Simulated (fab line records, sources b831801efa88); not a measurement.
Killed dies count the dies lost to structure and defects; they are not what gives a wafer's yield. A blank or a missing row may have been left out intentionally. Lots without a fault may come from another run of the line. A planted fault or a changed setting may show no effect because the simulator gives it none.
Struck lot and sound lot, side by side    flow sky130    35 out of 708 route steps
Sound: wafers L455.2, L455.4, L455.5. Wafers L445.1, L445.4, L445.6 were the ones struck. Last of all comes the cause.
For every step that has rows: the tool of each side, followed by ch and its chambers, followed by its first start. Under that, the readings that differ: sound wafers    struck wafers    difference of the means    sigmas: that difference in standard deviations of wafers without a fault.
alike: same words and numbers on both sides, and readings whose means sit less than 2 such deviations apart. not compared: any withheld reading, any reading some wafer has no value for, any bound like >300 that may hide the same value, and any number with overlapping values for which the record gives no deviation.
A row with sigmas, a row that says differs or no value, or rows on one side alone: a step with any of these is where the two part. Non-overlapping numbers with no deviation appear without sigmas and do not part them. A reading missing from all wafers of one side parts the sides only when that side holds two or more wafers.

first, 10 steps without rows for these wafers: SKY_POLY_CUT_ETCH_10 (etches BARC in N2/H2, stops on SiO2, time 45.9 s, target depth 60 nm); SKY_POLY_CUT_ETCH_11 (etches Si3N4 in CF4/CH2F2/Ar, stops on poly-Si, time 42.5 s, target depth 60 nm); SKY_POLY_CUT_STRIP_12 (strips in O2/N2); SKY_SD_P_DEHYDRATE_00 (time 60 s); SKY_SD_P_HMDS_01 (prime time 60 s); SKY_SD_P_COAT_02 (resist thk 1140 nm); SKY_SD_P_SOFTBAKE_03 (time 60 s); SKY_SD_P_EXPOSE_04 (exposes mask PSDM, target cd 380 nm); SKY_SD_P_PEB_05; SKY_SD_P_DEVELOP_06 (develop time 60 s).
SKY_SD_P_IMPLANT_09:
  sound on implanter-04 ch 0, day 32 02:22; struck on implanter-04 ch 0, day 29 02:10
reading        sound                          struck                         difference  sigmas
beam on s (s)  14.4 14.6 14.9                 18.9 18.1 19.7                 +4.3        +6
dose ions cm2  3.001e+15 2.993e+15 2.992e+15  3.863e+15 3.864e+15 3.859e+15  +8.667e+14  +99 or more
SKY_SD_P_STRIP_10: strips in O2/N2.
  sound on plasma asher-02 ch 0,1, day 32 02:30; struck on plasma asher-02 ch 0,1, day 29 02:19
reading                       sound              struck             difference  sigmas
oes product au (a.u.)         0.626 0.617 0.617  0.610 0.607 0.609  -0.011      -2
strip time to endpoint s (s)  17.42 17.42 17.41  17.93 17.92 17.92  +0.51       +11
  alike: drypump motor current A
  not compared: rf hours counter h
SKY_SD_P_TW_MEAS_11:
  sound on film metro-02 at day 32 02:37; struck on film metro-03 at day 29 02:38
reading  sound           struck          difference  sigmas
SD_P_TW  2830 2821 2822  2951 2952 2965  +132        +9
  not compared: hold
then, 20 steps without rows for these wafers: SKY_RES_XHIGH_HMDS_01 (prime time 60 s); SKY_RES_XHIGH_COAT_02 (resist thk 1140 nm); SKY_RES_XHIGH_SOFTBAKE_03 (time 60 s); SKY_RES_XHIGH_EXPOSE_04 (exposes mask URPM, target cd 1270 nm); SKY_RES_XHIGH_PEB_05; SKY_RES_XHIGH_DEVELOP_06 (develop time 60 s); SKY_RES_XHIGH_IMPLANT_07; SKY_RES_XHIGH_STRIP_08 (strips in O2/N2); SKY_SD_N_DEHYDRATE_00 (time 60 s); SKY_SD_N_HMDS_01 (prime time 60 s); SKY_SD_N_COAT_02 (resist thk 1140 nm); SKY_SD_N_SOFTBAKE_03 (time 60 s); SKY_SD_N_EXPOSE_04 (exposes mask NSDM, target cd 380 nm); SKY_SD_N_PEB_05; SKY_SD_N_DEVELOP_06 (develop time 60 s); SKY_SD_N_IMPLANT_09; SKY_SD_N_IMPLANT_10; SKY_SD_N_STRIP_11 (strips in O2/N2); SKY_SD_N_CLEAN_13 (cleans in SC1/SC2, time 150 s); SKY_SD_N_RTA_14 (time 2 s).
-- the record jumps here: 2 days lie between the struck wafers' starts before and after --
SKY_SD_N_RS_MEAS_17: the measuring method here is four-point-probe.
  sound on film metro-01 at day 34 09:22; struck on film metro-02 at day 31 10:45
reading           sound              struck             difference  sigmas
SD_P_RS (ohm/sq)  147.4 146.9 147.1  143.4 143.5 143.7  -3.6        -10
  not compared: hold
-- here the record skips 17 days between the struck wafers' starts before and after, leaving off in module SD_N and picking up in module PAD_OPEN (first step shown: number 708 of the route) --
SKY_PAD_OPEN_PROBE_99:
  sound on prober-02 at day 50 09:31; struck on prober-01 at day 48 12:56
reading                              sound              struck             difference  sigmas
model.etest.res high po.line ohm um  749.2 718 773.7    628.9 626.5 627.1  -119.5      
model.etest.res pdiff.line ohm um    1384 1357 1372     1280 1272 1258     -101        
model.etest.licon high po.rc ohm     354.1 337.2 353.7  277.6 258.2 268.1  -80.4       
model.etest.licon pdiff.rc ohm       602 582.4 569.6    556.2 525.4 513.8  -52.9       
model.etest.res high po.rs ohm sq    264.9 254.8 267.8  219.7 219.9 219    -43.0       
model.etest.res pdiff hv.rs ohm sq   190.7 190.6 189.7  175.1 173.6 174.3  -16.0       
model.etest.res pdiff.rs ohm sq      196.9 196.3 196.2  181.6 181.9 182    -14.6       
  alike: killed_at_M0_to_M3, killed_at_M4_up, killed at contacts, killed at front end, killed at other, killed dies, killed open, killed short
  not compared: model.etest.pfet_01v8.r on ohm um

WHERE THEY PART
Earliest at SKY_SD_P_IMPLANT_09; latest, in this record, at SKY_SD_N_RS_MEAS_17. Later steps at which nothing parts them and some readings are alike: SKY_PAD_OPEN_PROBE_99.

WHY: what had been put in by the simulator
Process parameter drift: implanter-04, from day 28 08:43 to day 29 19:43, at SKY_SD_P_IMPLANT_09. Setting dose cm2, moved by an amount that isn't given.
